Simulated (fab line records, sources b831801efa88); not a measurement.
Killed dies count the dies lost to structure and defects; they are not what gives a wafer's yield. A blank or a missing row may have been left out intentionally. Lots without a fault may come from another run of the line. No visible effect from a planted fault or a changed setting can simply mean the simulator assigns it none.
Matching of chambers + flow sky130 + SKY_VIA2_CMP_24 on cmp-02: 4 sister chambers
The step polishes, stops on SiO2, t overpolish 20 s, target thk 0 nm. 4 wafers are shown with their chamber, then 9 later ones without.

== WAFERS PAIRED WITH THEIR CHAMBERS ==
| wafer  | chamber | motor-current-A (A) |
|--------|---------|---------------------|
| L265.6 | 0       | 11.7                |
| L274.1 | 2       | 11.3                |
| L275.2 | 3       | 11.9                |
| L275.3 | 1       | 10.3                |

== WAFERS WITH NO CHAMBER GIVEN ==
| wafer  | motor-current-A (A) |
|--------|---------------------|
| L275.5 | 10.3                |
| L276.1 | 10.7                |
| L276.2 | 12.2                |
| L276.6 | 12.6                |
| L280.2 | 11.9                |
| L280.6 | 10.7                |
| L281.1 | 10.1                |
| L281.2 | 11.2                |
| L281.3 | 12.4                |

== WHICH CHAMBER EACH WENT THROUGH ==
| wafer  | from the rows above          | in truth |
|--------|------------------------------|----------|
| L275.5 | 1                            | 1        |
| L276.1 | can't be placed: 1 or 2 or 0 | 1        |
| L276.2 | can't be placed: 3 or 0 or 2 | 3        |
| L276.6 | can't be placed: 3 or 0 or 2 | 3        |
| L280.2 | can't be placed: 3 or 0 or 2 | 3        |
| L280.6 | can't be placed: 1 or 2 or 0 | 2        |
| L281.1 | 1                            | 1        |
| L281.2 | can't be placed: 2 or 0 or 3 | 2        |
| L281.3 | can't be placed: 3 or 0 or 2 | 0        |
Correctly placed: 2 of 9. Unplaceable from these rows: 7, with the true chamber sitting among the candidates in 7. Number placed wrongly: 0.
How it was worked out, from the rows above alone: a wafer's distance from a chamber is the root of the sum, over the readings, of the square of ((its reading less the chamber's mean) divided by the reading's scatter). If the next closest chamber is less than 2 further off than the closest, the wafer can't be placed; otherwise it belongs to the closest. Each chamber's mean is taken over the wafers shown for it. The scatter: with one shown wafer a chamber, the root of the mean of the squares of how far each hidden wafer lies from its nearest shown one.
